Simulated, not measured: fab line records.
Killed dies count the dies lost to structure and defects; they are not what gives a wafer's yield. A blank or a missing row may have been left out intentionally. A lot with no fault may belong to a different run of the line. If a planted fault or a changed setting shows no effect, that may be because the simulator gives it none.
fab line records    flow gf180mcu
[record] lots = 14  wafers = 42  lastDay = 34
route steps=602 shown SAB@264 CONTACT@309 M2@362
lots untouched by any fault: they come from a run of this same line in which no faults occurred
startH: the number of hours between the record's first day and the start of the first shown wafer of the lot    waitH: time in hours since the lot's previous step    " the same as in the row above    L1.1+2: a single row standing in for several wafers    - no value, or no start given    * or withheld: withheld    < > ~ a bound
route shown NAME@n: names a module that has steps shown in the file, with the first one's number in the route    usual: the fault-free wafers' mean and standard deviation    same: alike in all rows    chamber/n: place in a boat    sites: the reading at each site    _std_site: the standard deviation of these    _edge_site: the outer-site mean with the inner-site mean subtracted    radiusMm: how far each site lies from the wafer's centre    mask NAME#n: copy n    behind: the last tool/chamber to shape the wafer    hold: why the lot was held/for how many hours/how that ended    device: the n, p or np transistor that did not switch    end of line: the tests these same wafers got at the end of their route    for a step that has no rows: nothing shown but its recipe    killed: not the wafer's yield, but the dies lost to structure and defects at the first sort    map: a wafer's dies, marking killed ones x, the rest . and places with no die _
set.NAME: the setting that was run; set.NAME@STEP: the one run at that earlier step    model.NAME: the simulator's own value behind a step, which no gauge read
the route's steps for a sample of lots (tables are steps, rows are wafers)
services: the hour from which a tool's chamber was out of use, counted from the record's first day as startH (under 0 if before that day), plus the number of hours and why
[[steps]]
[step GF_SAB_CVD_00]
[recipe] material = SiO2  targetThkNm = 50  precursor = TEOS  tempC = 400  timeS = 4.9302  rfW = 600
[usual] heaterPowerW = 687/99
lot.wafer  tool      chamber  startH  waitH  heaterPowerW
L850.2     pecvd-03  0        322.97  0.1    690
L850.4     "         2        "       "      671
L850.5     "         1        "       "      551
L852.1     pecvd-04  1        341.54  0.1    718
L852.3     "         2        "       "      884
L852.5     "         1        "       "      726
L853.2     pecvd-04  2        348.80  0.1    915
L853.5     "         1        "       "      715
L853.6     "         0        "       "      571
L856.1     pecvd-03  2        374.53  0.1    708
L856.2     "         0        "       "      691
L856.6     "         1        "       "      670
L854.4     pecvd-01  1        375.49  0.0    641
L854.5     "         0        "       "      807
L854.6     "         2        "       "      674
L855.3     pecvd-03  1        376.28  0.1    619
L855.5     "         2        "       "      675
L855.6     "         1        "       "      612
L857.1     pecvd-01  1        384.45  0.1    568
L857.3     "         2        "       "      630
L857.5     "         0        "       "      838
L858.2     pecvd-01  0        398.79  0.1    721
L858.3     "         1        "       "      544
L858.5     "         2        "       "      741
L859.1     pecvd-01  2        399.35  0.1    716
L859.2     "         0        "       "      800
L859.5     "         2        "       "      712
L863.1     pecvd-03  2        444.33  0.1    588
L863.3     "         1        "       "      621
L863.6     "         1        "       "      633
L867.3     pecvd-03  0        477.45  0.1    722
L867.5     "         1        "       "      648
L867.6     "         2        "       "      728
L868.2     pecvd-01  2        486.90  0.1    702
L868.3     "         1        "       "      627
L868.4     "         0        "       "      821
L869.3     pecvd-04  1        487.81  0.1    787
L869.5     "         1        "       "      766
L869.6     "         0        "       "      550
L871.1     pecvd-04  1        507.16  0.1    785
L871.2     "         2        "       "      729
L871.3     "         0        "       "      503
[step GF_SAB_WET_ETCH_12]
[recipe] chemistry = dHF  targetDepthNm = 22  dry = n2Spin  target = SiO2  tempC = 25.38  dilution = 100:1  timeS = 440
[usual] runLengthS = 469/4.2
lot.wafer  tool         chamber  startH  waitH  runLengthS
L850.2     wetBench-03  2        344.25  0.0    472
L850.4     "            2        "       "      472
L850.5     "            2        "       "      472
L852.1     wetBench-02  0        362.95  0.0    464
L852.3     "            0        "       "      464
L852.5     "            0        "       "      464
L853.2     wetBench-02  3        370.40  0.0    475
L853.5     "            3        "       "      475
L853.6     "            3        "       "      475
L856.1     wetBench-03  1        397.02  0.0    466
L856.2     "            1        "       "      466
L856.6     "            1        "       "      466
L854.4     wetBench-02  0        397.97  0.0    464
L854.5     "            0        "       "      464
L854.6     "            0        "       "      464
L855.3     wetBench-02  1        398.87  0.0    467
L855.5     "            1        "       "      467
L855.6     "            1        "       "      467
L857.1     wetBench-04  1        407.34  0.0    464
L857.3     "            1        "       "      464
L857.5     "            1        "       "      464
L858.2     wetBench-04  3        422.44  0.0    474
L858.3     "            3        "       "      474
L858.5     "            3        "       "      474
L859.1     wetBench-02  3        422.56  0.0    476
L859.2     "            3        "       "      476
L859.5     "            3        "       "      476
L863.1     wetBench-03  3        468.69  0.0    465
L863.3     "            3        "       "      465
L863.6     "            3        "       "      465
L867.3     wetBench-02  3        501.02  0.0    385
L867.5     "            3        "       "      385
L867.6     "            3        "       "      385
L868.2     wetBench-02  0        510.67  0.0    375
L868.3     "            0        "       "      375
L868.4     "            0        "       "      375
L869.3     wetBench-03  2        511.79  0.0    472
L869.5     "            2        "       "      472
L869.6     "            2        "       "      472
L871.1     wetBench-04  0        530.32  0.0    466
L871.2     "            0        "       "      466
L871.3     "            0        "       "      466
[step GF_CONTACT_SPUTTER_22]
[recipe] material = Ti  targetThkNm = 15  chamberPressurePa = 5  powerW = 2500  substrateTempC = 200  timeS = 80.02
[usual] throttleValvePct = 29.5/1.1
lot.wafer  tool           chamber  startH  waitH  throttleValvePct
L850.2     pvdSputter-04  -        368.39  0.0    29.3
L850.4     "              -        "       "      28.2
L850.5     "              -        "       "      28.2
L852.1     pvdSputter-04  -        388.36  0.0    28.6
L852.3     "              -        "       "      28.0
L852.5     "              -        "       "      28.5
L853.2     pvdSputter-03  -        395.49  0.0    28.7
L853.5     "              -        "       "      28.5
L853.6     "              -        "       "      30.3
L856.1     pvdSputter-03  -        422.37  0.0    28.3
L856.2     "              -        "       "      30.5
L856.6     "              -        "       "      30.4
L854.4     pvdSputter-03  -        424.00  0.0    29.7
L854.5     "              -        "       "      28.5
L854.6     "              -        "       "      28.5
L855.3     pvdSputter-04  -        425.11  0.0    31.2
L855.5     "              -        "       "      29.1
L855.6     "              -        "       "      28.0
L857.1     pvdSputter-02  -        432.98  0.0    30.6
L857.3     "              -        "       "      29.6
L857.5     "              -        "       "      31.3
L858.2     pvdSputter-04  -        448.35  0.0    28.9
L858.3     "              -        "       "      28.2
L858.5     "              -        "       "      31.5
L859.1     pvdSputter-03  -        448.70  0.0    30.3
L859.2     "              -        "       "      30.0
L859.5     "              -        "       "      28.1
L863.1     pvdSputter-03  -        495.28  0.0    28.3
L863.3     "              -        "       "      30.1
L863.6     "              -        "       "      30.4
L867.3     pvdSputter-04  -        526.66  0.0    28.1
L867.5     "              -        "       "      28.7
L867.6     "              -        "       "      28.3
L868.2     pvdSputter-02  -        535.66  0.0    29.2
L868.3     "              -        "       "      31.8
L868.4     "              -        "       "      31.5
L869.3     pvdSputter-03  -        537.39  0.0    30.3
L869.5     "              -        "       "      28.4
L869.6     "              -        "       "      28.1
L871.1     pvdSputter-04  -        554.96  0.0    28.0
L871.2     "              -        "       "      31.1
L871.3     "              -        "       "      28.6
[step GF_M2_SPUTTER_00]
[recipe] material = Ti  targetThkNm = 37.5  arrivingIonEnergyEv = 80  substrateTempC = 200  chamberPressurePa = 2  powerW = 4000  timeS = 150
[usual] throttleValvePct = 30.2/1.1
lot.wafer  tool           chamber  startH  waitH  throttleValvePct
L850.2     pvdSputter-02  -        418.13  0.2    29.8
L850.4     "              -        "       "      31.3
L850.5     "              -        "       "      30.5
L852.1     pvdSputter-04  -        439.27  0.2    29.4
L852.3     "              -        "       "      28.7
L852.5     "              -        "       "      29.6
L853.2     pvdSputter-02  -        446.27  0.2    31.3
L853.5     "              -        "       "      29.7
L853.6     "              -        "       "      30.4
L856.1     pvdSputter-01  -        474.21  0.2    31.2
L856.2     "              -        "       "      31.7
L856.6     "              -        "       "      29.2
L854.4     pvdSputter-02  -        475.57  0.2    29.3
L854.5     "              -        "       "      30.3
L854.6     "              -        "       "      29.7
L855.3     pvdSputter-01  -        476.87  0.1    28.9
L855.5     "              -        "       "      29.3
L855.6     "              -        "       "      29.7
L857.1     pvdSputter-01  -        484.92  0.2    29.2
L857.3     "              -        "       "      29.9
L857.5     "              -        "       "      29.2
L858.2     pvdSputter-02  -        500.86  0.1    29.6
L858.3     "              -        "       "      31.4
L858.5     "              -        "       "      31.6
L859.1     pvdSputter-01  -        501.46  0.1    29.6
L859.2     "              -        "       "      29.3
L859.5     "              -        "       "      31.4
L863.1     pvdSputter-02  -        544.77  0.1    29.3
L863.3     "              -        "       "      29.7
L863.6     "              -        "       "      29.6
L867.3     pvdSputter-02  -        575.09  0.2    31.6
L867.5     "              -        "       "      29.7
L867.6     "              -        "       "      30.5
L868.2     pvdSputter-01  -        589.07  0.1    29.1
L868.3     "              -        "       "      31.4
L868.4     "              -        "       "      32.0
L869.3     pvdSputter-02  -        589.15  0.1    30.5
L869.5     "              -        "       "      31.4
L869.6     "              -        "       "      29.9
L871.1     pvdSputter-01  -        600.70  0.1    29.6
L871.2     "              -        "       "      29.2
L871.3     "              -        "       "      32.0
[[services]]
tool           chamber  startH  hours  kind
pecvd-04       -        324.93  1.2    repair
pvdSputter-03  -        330.23  6.1    repair
pvdSputter-04  -        347.71  1.1    repair
pecvd-04       -        368.88  14.0   pm
pecvd-04       0        368.88  14.0   ventCycle
pecvd-04       1        368.88  14.0   ventCycle
pecvd-04       -        396.08  3.7    repair
pecvd-03       2        398.66  9.5    repair
pecvd-04       -        409.38  6.0    pm
wetBench-04    -        429.42  3.6    repair
wetBench-02    -        465.96  1.7    repair
pecvd-01       0        473.49  3.3    repair
pecvd-03       -        478.47  1.5    repair
pecvd-04       2        480.03  15.1   repair
wetBench-02    -        487.05  2.5    repair
pecvd-01       -        501.51  1.4    repair
pecvd-04       2        508.56  3.5    repair
wetBench-03    -        560.62  1.9    pm
pecvd-03       1        574.01  21.1   repair
pecvd-03       -        591.12  14.0   pm
pecvd-03       0        591.12  14.0   ventCycle
pecvd-03       1        591.12  14.0   ventCycle
pecvd-03       2        591.12  14.0   ventCycle
pvdSputter-04  -        598.78  2.6    repair
[[key]]
[firstSign] step = GF_SAB_WET_ETCH_12  reading = runLengthS  direction = down  sigmas = 21  usual = *  struck = *
effect none on later readings
metAt GF_SAB_WET_ETCH_12
struckLots L867,L868
testerLeftOut L867,L868
notActingAt GF_SAB_CVD_00,GF_CONTACT_SPUTTER_22,GF_M2_SPUTTER_00
onsetBetween 422.56 501.02
[fault] kind = processParameterDrift  tool = wetBench-02  chamber = -  onsetH = 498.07  steps = GF_SAB_WET_ETCH_12  channel = timeS  offset = *  shape = step  endH = 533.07  actsIn = *  stated = *
// testerLeftOut: of these lots the tester's yield and bins aren't shown, on N5 and GAA mostly nor the transistor test; their killed dies are dies lost to structure and defects alone, not to doping, threshold or leakage, so they don't give the yield
